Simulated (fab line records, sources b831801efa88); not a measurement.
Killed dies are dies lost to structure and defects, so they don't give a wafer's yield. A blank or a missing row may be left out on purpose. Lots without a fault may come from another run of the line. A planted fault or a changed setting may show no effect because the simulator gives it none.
Which tool did it? | flow sky130 | 6 lots, 18 wafers sampled, at 2 steps of a route of 708

WHAT THE GAUGES READ, wafer by wafer
SKY_VIA1_BOW_MEAS_03.
lot  | measured     | on            | VIA1_BOW (um)
L515 | day 33 10:28 | film_metro-01 | 77 82 78
L519 | day 34 22:27 | film_metro-01 | 72 67 76
L521 | day 36 08:28 | film_metro-03 | 84 80 85
L525 | day 36 22:22 | film_metro-04 | 76 83 84
L530 | day 38 18:59 | film_metro-04 | 83 84 89
L534 | day 39 08:18 | film_metro-01 | 71 72 89

WHICH TOOL RAN EACH LOT (tool, then ch and the chambers of the sampled wafers, then the start)
lot  | SKY_METAL1_DESCUM_17
L515 | rie_metal-04 ch 0,1, day 33 09:11
L519 | rie_metal-04 ch 1, day 34 21:11
L521 | rie_metal-03 ch 0, day 36 07:01
L525 | rie_metal-01 ch 0, day 36 20:52
L530 | rie_metal-04 ch 0,1, day 38 17:36
L534 | rie_metal-03 ch 1, day 39 06:35
- SKY_METAL1_DESCUM_17: chemistry O2, time 8 s.

THE ANSWER, worked out from the rows above alone
Rule: what is usual is taken from the lots themselves. Put in order of their means at a reading, lots are off if they are a third of the lots or fewer, leave a main group of 4 or more, and stand apart from it by a gap of 3 or more times the standard deviation of the main group's means; of several such gaps the widest counts. A main group whose means are all the same, to the digits that the tables above print for the reading, isn't used. A lot without any number at a reading at which 4 lots or more have one is off too. The other lots that the step has rows for count as sound.
No lot is off at any reading shown: from this, nothing can be told.

WHAT THE SIMULATOR HAD PUT IN
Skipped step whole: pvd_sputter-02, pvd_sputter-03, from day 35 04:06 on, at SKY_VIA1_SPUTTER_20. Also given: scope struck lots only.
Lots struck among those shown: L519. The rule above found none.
